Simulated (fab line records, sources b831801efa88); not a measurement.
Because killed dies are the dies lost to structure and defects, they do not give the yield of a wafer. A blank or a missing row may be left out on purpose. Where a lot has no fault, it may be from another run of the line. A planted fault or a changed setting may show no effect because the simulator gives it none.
fab line records + flow gf180mcu
record:
- lots: 13
- wafers: 39
- lastDay: 34
route steps=602 shown STI@23 LVPWELL@58 SAB@273 SALICIDE@281
lots with no fault: from the same line, run without faults
startH: hours from the record's opening day to when the first of the lot's shown wafers began + waitH: hours elapsed since this lot's preceding step + " repeats the value in the row above + L1.1+2: a row that stands for several wafers + - no value present, or no start provided + * or withheld: withheld + < > ~ a bound
route shown NAME@n: a module of which the file shows steps, and the number in the route of the first + usual: mean and standard deviation over wafers with no fault + same: alike in all rows + chamber/n: place in a boat + sites: readings site by site + _std_site: how widely they spread, as a standard deviation + _edge_site: mean of outer sites minus mean of inner sites + radiusMm: how far each site lies from the wafer's centre + mask NAME#n: copy n + behind: the tool/chamber that last shaped the wafer + hold: reason for holding the lot/hours on hold/outcome of the hold + device: which transistor (n, p or np) failed to switch + end of line: the route-end tests of the same wafers + where a step has no rows: the recipe by itself + killed: at the first sort, the dies lost to defects and structure; wafer yield is something else + map: a wafer's dies, marking killed ones x, the rest . and places with no die _
set.NAME: the setting the step ran with; set.NAME@STEP: the setting that earlier step ran with + model.NAME: the simulator's own value behind a step, which no gauge read
the route's steps for a sample of lots (tables are steps, rows are wafers)
services: when a tool's chamber went out of use (startH, in hours from the record's first day, below 0 if earlier), for how many hours, and the reason
== steps ==
step: GF_STI_THK_MEAS_22
recipe:
- reads: SiO2_of_STI_OXIDATION_21
usual:
- STI_OXIDATION_01_THK: 15.09/0.23
| lot.wafer | tool         | chamber | startH | waitH | STI_OXIDATION_01_THK[nm] |
|-----------|--------------|---------|--------|-------|--------------------------|
| L529.2    | filmMetro-01 | -       | 27.65  | 0.0   | 15.37                    |
| L529.4    | "            | -       | "      | "     | 15.24                    |
| L529.6    | "            | -       | "      | "     | 15.37                    |
| L531.1    | filmMetro-01 | -       | 38.65  | 0.0   | 15.30                    |
| L531.2    | "            | -       | "      | "     | 15.17                    |
| L531.6    | "            | -       | "      | "     | 15.24                    |
| L533.1    | filmMetro-04 | -       | 51.79  | 0.0   | 14.65                    |
| L533.2    | "            | -       | "      | "     | 14.72                    |
| L533.3    | "            | -       | "      | "     | 14.83                    |
| L534.2    | filmMetro-04 | -       | 54.37  | 0.0   | 15.12                    |
| L534.3    | "            | -       | "      | "     | 14.89                    |
| L534.5    | "            | -       | "      | "     | 15.07                    |
| L541.1    | filmMetro-01 | -       | 88.11  | 0.0   | 15.10                    |
| L541.2    | "            | -       | "      | "     | 15.27                    |
| L541.5    | "            | -       | "      | "     | 15.03                    |
| L542.3    | filmMetro-01 | -       | 94.23  | 0.0   | 15.08                    |
| L542.5    | "            | -       | "      | "     | 15.01                    |
| L542.6    | "            | -       | "      | "     | 14.90                    |
| L543.2    | filmMetro-01 | -       | 100.91 | 0.0   | 15.24                    |
| L543.4    | "            | -       | "      | "     | 15.16                    |
| L543.5    | "            | -       | "      | "     | 15.31                    |
| L545.2    | filmMetro-04 | -       | 110.22 | 0.0   | 15.15                    |
| L545.5    | "            | -       | "      | "     | 15.24                    |
| L545.6    | "            | -       | "      | "     | 15.16                    |
| L547.2    | filmMetro-02 | -       | 121.12 | 0.0   | 15.12                    |
| L547.5    | "            | -       | "      | "     | 15.14                    |
| L547.6    | "            | -       | "      | "     | 15.06                    |
| L548.1    | filmMetro-02 | -       | 124.76 | 0.0   | 15.01                    |
| L548.4    | "            | -       | "      | "     | 15.17                    |
| L548.5    | "            | -       | "      | "     | 15.04                    |
| L549.1    | filmMetro-02 | -       | 129.76 | 0.0   | 14.99                    |
| L549.2    | "            | -       | "      | "     | 14.78                    |
| L549.6    | "            | -       | "      | "     | 15.01                    |
| L550.1    | filmMetro-02 | -       | 135.83 | 0.0   | 14.81                    |
| L550.4    | "            | -       | "      | "     | 14.92                    |
| L550.6    | "            | -       | "      | "     | 14.97                    |
| L552.1    | filmMetro-04 | -       | 145.48 | 0.0   | 14.58                    |
| L552.3    | "            | -       | "      | "     | 14.76                    |
| L552.6    | "            | -       | "      | "     | 14.79                    |
step: GF_LVPWELL_EXPOSE_04
recipe:
- maskId: LVPWELL
- targetCdNm: 600
- na: 0.6
- sourceShape: conventional
- sigmaOuter: 0.6
- doseMj: 260
| lot.wafer  | tool            | chamber | startH | waitH | mask      |
|------------|-----------------|---------|--------|-------|-----------|
| L529.2+4+6 | ilineStepper-02 | 0       | 63.87  | -     | LVPWELL#0 |
| L531.1+2+6 | ilineStepper-02 | 0       | 73.19  | -     | LVPWELL#0 |
| L533.1+2+3 | ilineStepper-02 | 0       | 88.21  | -     | Nwell#0   |
| L534.2+3+5 | ilineStepper-01 | 0       | 91.50  | -     | LVPWELL#0 |
| L541.1+2+5 | ilineStepper-02 | 0       | 127.01 | -     | LVPWELL#0 |
| L542.3+5+6 | ilineStepper-02 | 0       | 135.94 | -     | LVPWELL#0 |
| L543.2+4+5 | ilineStepper-01 | 0       | 140.15 | -     | LVPWELL#0 |
| L545.2+5+6 | ilineStepper-01 | 0       | 150.35 | -     | LVPWELL#0 |
| L547.2+5+6 | ilineStepper-02 | 0       | 162.60 | -     | LVPWELL#0 |
| L548.1+4+5 | ilineStepper-02 | 0       | 166.61 | -     | LVPWELL#0 |
| L549.1+2+6 | ilineStepper-02 | 0       | 172.06 | -     | LVPWELL#0 |
| L550.1+4+6 | ilineStepper-01 | 0       | 178.73 | -     | LVPWELL#0 |
| L552.1+3+6 | ilineStepper-01 | 0       | 189.63 | -     | LVPWELL#0 |
step: GF_LVPWELL_OVL_MEAS_07
usual:
- LVPWELL_OVL: -0.1/1.4
| lot.wafer | tool       | chamber | startH | waitH | LVPWELL_OVL[nm] |
|-----------|------------|---------|--------|-------|-----------------|
| L529.2    | overlay-02 | -       | 70.31  | -     | -1.7            |
| L529.4    | "          | -       | "      | "     | -0.8            |
| L529.6    | "          | -       | "      | "     | -1.2            |
| L531.1    | overlay-02 | -       | 79.41  | -     | 3.1             |
| L531.2    | "          | -       | "      | "     | 1.9             |
| L531.6    | "          | -       | "      | "     | 2.1             |
| L533.1    | overlay-02 | -       | 94.46  | -     | -               |
| L533.2    | "          | -       | "      | "     | -               |
| L533.3    | "          | -       | "      | "     | -               |
| L534.2    | overlay-02 | -       | 98.12  | -     | 1.6             |
| L534.3    | "          | -       | "      | "     | 0.2             |
| L534.5    | "          | -       | "      | "     | 0.9             |
| L541.1    | overlay-01 | -       | 134.31 | -     | -0.6            |
| L541.2    | "          | -       | "      | "     | -1.1            |
| L541.5    | "          | -       | "      | "     | -2.2            |
| L542.3    | overlay-02 | -       | 143.37 | -     | 2.1             |
| L542.5    | "          | -       | "      | "     | -0.6            |
| L542.6    | "          | -       | "      | "     | -1.8            |
| L543.2    | overlay-01 | -       | 147.66 | -     | -0.9            |
| L543.4    | "          | -       | "      | "     | -2.0            |
| L543.5    | "          | -       | "      | "     | -2.2            |
| L545.2    | overlay-02 | -       | 157.86 | -     | -0.8            |
| L545.5    | "          | -       | "      | "     | 0.1             |
| L545.6    | "          | -       | "      | "     | -2.5            |
| L547.2    | overlay-02 | -       | 170.16 | -     | 1.0             |
| L547.5    | "          | -       | "      | "     | 0.7             |
| L547.6    | "          | -       | "      | "     | 1.6             |
| L548.1    | overlay-01 | -       | 174.89 | -     | 1.8             |
| L548.4    | "          | -       | "      | "     | 1.6             |
| L548.5    | "          | -       | "      | "     | 1.4             |
| L549.1    | overlay-02 | -       | 180.01 | -     | 0.7             |
| L549.2    | "          | -       | "      | "     | -1.5            |
| L549.6    | "          | -       | "      | "     | 0.4             |
| L550.1    | overlay-02 | -       | 186.96 | -     | 0.4             |
| L550.4    | "          | -       | "      | "     | -0.6            |
| L550.6    | "          | -       | "      | "     | 0.2             |
| L552.1    | overlay-02 | -       | 198.16 | -     | 1.7             |
| L552.3    | "          | -       | "      | "     | 0.0             |
| L552.6    | "          | -       | "      | "     | 1.5             |
step: GF_LVPWELL_TW_MEAS_11
usual:
- LVPWELL_TW: 555/7.4
| lot.wafer | tool         | chamber | startH | waitH | LVPWELL_TW |
|-----------|--------------|---------|--------|-------|------------|
| L529.2    | filmMetro-01 | -       | 70.75  | 0.1   | 567        |
| L529.4    | "            | -       | "      | "     | 564        |
| L529.6    | "            | -       | "      | "     | 564        |
| L531.1    | filmMetro-03 | -       | 79.85  | 0.1   | 551        |
| L531.2    | "            | -       | "      | "     | 551        |
| L531.6    | "            | -       | "      | "     | 551        |
| L533.1    | filmMetro-03 | -       | 94.89  | 0.1   | 30         |
| L533.2    | "            | -       | "      | "     | 30         |
| L533.3    | "            | -       | "      | "     | 30         |
| L534.2    | filmMetro-04 | -       | 98.56  | 0.1   | 564        |
| L534.3    | "            | -       | "      | "     | 565        |
| L534.5    | "            | -       | "      | "     | 562        |
| L541.1    | filmMetro-03 | -       | 134.74 | 0.1   | 544        |
| L541.2    | "            | -       | "      | "     | 544        |
| L541.5    | "            | -       | "      | "     | 545        |
| L542.3    | filmMetro-01 | -       | 143.81 | 0.1   | 562        |
| L542.5    | "            | -       | "      | "     | 565        |
| L542.6    | "            | -       | "      | "     | 563        |
| L543.2    | filmMetro-03 | -       | 148.10 | 0.1   | 550        |
| L543.4    | "            | -       | "      | "     | 547        |
| L543.5    | "            | -       | "      | "     | 550        |
| L545.2    | filmMetro-03 | -       | 158.30 | 0.1   | 551        |
| L545.5    | "            | -       | "      | "     | 547        |
| L545.6    | "            | -       | "      | "     | 552        |
| L547.2    | filmMetro-01 | -       | 170.60 | 0.1   | 566        |
| L547.5    | "            | -       | "      | "     | 566        |
| L547.6    | "            | -       | "      | "     | 564        |
| L548.1    | filmMetro-04 | -       | 175.33 | 0.1   | 564        |
| L548.4    | "            | -       | "      | "     | 564        |
| L548.5    | "            | -       | "      | "     | 564        |
| L549.1    | filmMetro-04 | -       | 180.44 | 0.1   | 562        |
| L549.2    | "            | -       | "      | "     | 566        |
| L549.6    | "            | -       | "      | "     | 561        |
| L550.1    | filmMetro-03 | -       | 187.39 | 0.1   | 551        |
| L550.4    | "            | -       | "      | "     | 554        |
| L550.6    | "            | -       | "      | "     | 551        |
| L552.1    | filmMetro-01 | -       | 198.59 | 0.1   | 562        |
| L552.3    | "            | -       | "      | "     | 561        |
| L552.6    | "            | -       | "      | "     | 563        |
step: GF_SAB_CD_MEAS_09
recipe:
- targetCdNm: 420
usual:
- cdNm: 419.1/2.3
| lot.wafer | tool     | chamber | startH | waitH | cdNm  |
|-----------|----------|---------|--------|-------|-------|
| L529.2    | cdSem-02 | -       | 340.87 | 0.1   | 419.3 |
| L529.4    | "        | -       | "      | "     | 418.0 |
| L529.6    | "        | -       | "      | "     | 418.4 |
| L531.1    | cdSem-01 | -       | 357.05 | 0.1   | 417.2 |
| L531.2    | "        | -       | "      | "     | 419.9 |
| L531.6    | "        | -       | "      | "     | 416.2 |
| L533.1    | cdSem-01 | -       | 378.75 | 0.1   | 417.9 |
| L533.2    | "        | -       | "      | "     | 417.4 |
| L533.3    | "        | -       | "      | "     | 418.6 |
| L534.2    | cdSem-02 | -       | 385.92 | 0.1   | 417.7 |
| L534.3    | "        | -       | "      | "     | 415.2 |
| L534.5    | "        | -       | "      | "     | 415.9 |
| L541.1    | cdSem-01 | -       | 445.55 | 0.1   | 417.3 |
| L541.2    | "        | -       | "      | "     | 418.0 |
| L541.5    | "        | -       | "      | "     | 418.1 |
| L542.3    | cdSem-01 | -       | 453.59 | 0.1   | 416.6 |
| L542.5    | "        | -       | "      | "     | 420.1 |
| L542.6    | "        | -       | "      | "     | 416.6 |
| L543.2    | cdSem-01 | -       | 458.37 | 0.1   | 417.9 |
| L543.4    | "        | -       | "      | "     | 418.2 |
| L543.5    | "        | -       | "      | "     | 419.1 |
| L545.2    | cdSem-02 | -       | 476.52 | 0.1   | 420.7 |
| L545.5    | "        | -       | "      | "     | 420.3 |
| L545.6    | "        | -       | "      | "     | 421.8 |
| L547.2    | cdSem-02 | -       | 498.54 | 0.2   | 425.8 |
| L547.5    | "        | -       | "      | "     | 423.1 |
| L547.6    | "        | -       | "      | "     | 422.8 |
| L548.1    | cdSem-01 | -       | 500.50 | 0.1   | 424.3 |
| L548.4    | "        | -       | "      | "     | 423.8 |
| L548.5    | "        | -       | "      | "     | 425.0 |
| L549.1    | cdSem-02 | -       | 508.40 | 0.1   | 419.2 |
| L549.2    | "        | -       | "      | "     | 420.5 |
| L549.6    | "        | -       | "      | "     | 422.3 |
| L550.1    | cdSem-01 | -       | 520.59 | 0.1   | 417.1 |
| L550.4    | "        | -       | "      | "     | 417.5 |
| L550.6    | "        | -       | "      | "     | 415.3 |
| L552.1    | cdSem-02 | -       | 529.74 | 0.1   | 418.8 |
| L552.3    | "        | -       | "      | "     | 420.4 |
| L552.6    | "        | -       | "      | "     | 419.1 |
step: GF_SALICIDE_SPUTTER_03
recipe:
- material: TiN
- targetThkNm: 20
- powerW: 6500
- timeS: 15.99
- chamberPressurePa: 0.4
usual:
- throttleValvePct: 30.1/1.2
| lot.wafer | tool          | chamber | startH | waitH | throttleValvePct |
|-----------|---------------|---------|--------|-------|------------------|
| L529.2    | pvdSputter-03 | -       | 341.40 | 0.0   | 29.0             |
| L529.4    | "             | -       | "      | "     | 29.7             |
| L529.6    | "             | -       | "      | "     | 28.4             |
| L531.1    | pvdSputter-03 | -       | 357.58 | 0.0   | 29.3             |
| L531.2    | "             | -       | "      | "     | 29.3             |
| L531.6    | "             | -       | "      | "     | 29.1             |
| L533.1    | pvdSputter-03 | -       | 379.27 | 0.0   | 28.5             |
| L533.2    | "             | -       | "      | "     | 29.3             |
| L533.3    | "             | -       | "      | "     | 29.4             |
| L534.2    | pvdSputter-01 | -       | 386.43 | 0.0   | 32.6             |
| L534.3    | "             | -       | "      | "     | 30.0             |
| L534.5    | "             | -       | "      | "     | 30.1             |
| L541.1    | pvdSputter-01 | -       | 446.16 | 0.0   | 31.0             |
| L541.2    | "             | -       | "      | "     | 30.0             |
| L541.5    | "             | -       | "      | "     | 29.6             |
| L542.3    | pvdSputter-01 | -       | 454.09 | 0.0   | 31.2             |
| L542.5    | "             | -       | "      | "     | 30.0             |
| L542.6    | "             | -       | "      | "     | 31.2             |
| L543.2    | pvdSputter-03 | -       | 458.88 | 0.0   | 29.2             |
| L543.4    | "             | -       | "      | "     | 29.4             |
| L543.5    | "             | -       | "      | "     | 29.3             |
| L545.2    | pvdSputter-02 | -       | 477.03 | 0.0   | 29.3             |
| L545.5    | "             | -       | "      | "     | 31.2             |
| L545.6    | "             | -       | "      | "     | 29.5             |
| L547.2    | pvdSputter-02 | -       | 499.08 | 0.0   | 31.2             |
| L547.5    | "             | -       | "      | "     | 29.4             |
| L547.6    | "             | -       | "      | "     | 31.0             |
| L548.1    | pvdSputter-02 | -       | 501.04 | 0.0   | 30.2             |
| L548.4    | "             | -       | "      | "     | 29.3             |
| L548.5    | "             | -       | "      | "     | 29.9             |
| L549.1    | pvdSputter-01 | -       | 508.93 | 0.0   | 29.7             |
| L549.2    | "             | -       | "      | "     | 31.3             |
| L549.6    | "             | -       | "      | "     | 30.1             |
| L550.1    | pvdSputter-01 | -       | 521.12 | 0.0   | 29.8             |
| L550.4    | "             | -       | "      | "     | 31.2             |
| L550.6    | "             | -       | "      | "     | 32.8             |
| L552.1    | pvdSputter-03 | -       | 530.48 | 0.0   | 28.6             |
| L552.3    | "             | -       | "      | "     | 29.4             |
| L552.6    | "             | -       | "      | "     | 29.5             |
== services ==
| tool            | chamber | startH | hours | kind   |
|-----------------|---------|--------|-------|--------|
| pvdSputter-03   | -       | 53.90  | 1.6   | repair |
| ilineStepper-01 | -       | 63.43  | 1.7   | pm     |
| ilineStepper-02 | -       | 98.82  | 1.7   | pm     |
| pvdSputter-03   | -       | 142.92 | 1.4   | repair |
| ilineStepper-02 | -       | 157.52 | 0.8   | pm     |
| pvdSputter-01   | -       | 180.33 | 1.0   | repair |
| pvdSputter-01   | -       | 189.40 | 2.3   | repair |
| pvdSputter-03   | -       | 237.09 | 7.6   | repair |
| ilineStepper-02 | -       | 245.33 | 2.4   | repair |
| pvdSputter-03   | -       | 245.39 | 1.4   | repair |
| ilineStepper-02 | -       | 247.37 | 7.1   | repair |
| pvdSputter-01   | -       | 275.21 | 7.2   | repair |
| ilineStepper-01 | -       | 281.61 | 1.7   | pm     |
| pvdSputter-01   | -       | 289.57 | 1.3   | repair |
| pvdSputter-03   | -       | 292.90 | 4.7   | repair |
| ilineStepper-01 | -       | 301.42 | 2.1   | pm     |
| ilineStepper-02 | -       | 317.00 | 1.7   | pm     |
| pvdSputter-01   | -       | 340.06 | 3.3   | repair |
| ilineStepper-01 | -       | 372.01 | 0.8   | pm     |
| ilineStepper-02 | -       | 377.88 | 12.2  | repair |
| pvdSputter-01   | -       | 412.45 | 2.3   | repair |
| ilineStepper-01 | -       | 418.63 | 15.9  | repair |
| ilineStepper-02 | -       | 430.25 | 3.3   | repair |
| ilineStepper-02 | -       | 461.83 | 6.6   | repair |
== key ==
firstSign:
- step: GF_LVPWELL_EXPOSE_04
- reading: mask
- direction: changed
effect:
- step: GF_LVPWELL_OVL_MEAS_07
- reading: LVPWELL_OVL
- direction: missing
effect:
- step: GF_LVPWELL_TW_MEAS_11
- reading: LVPWELL_TW
- direction: down
- sigmas: 71
- usual: 555
- struck: 30
metAt GF_LVPWELL_EXPOSE_04
struckLots L533
sortLeftOut L533.1,L533.2,L533.3
testerLeftOut L533
notActingAt GF_STI_THK_MEAS_22,GF_SAB_CD_MEAS_09,GF_SALICIDE_SPUTTER_03
onsetBetween 73.19 88.21
fault:
- kind: wrongMask
- tool: any
- chamber: -
- onsetH: 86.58
- steps: GF_LVPWELL_EXPOSE_04
- auxCopy: Nwell#0
- scope: struckLotsOnly
testerLeftOut: of these lots the tester's yield and bins aren't shown, on N5 and GAA mostly nor the transistor test; their killed dies are dies lost to structure and defects alone, not to doping, threshold or leakage, so they don't give the yield
sortLeftOut: the simulated sort isn't trusted on such a fault, so these wafers' sort isn't shown, and their yield isn't known
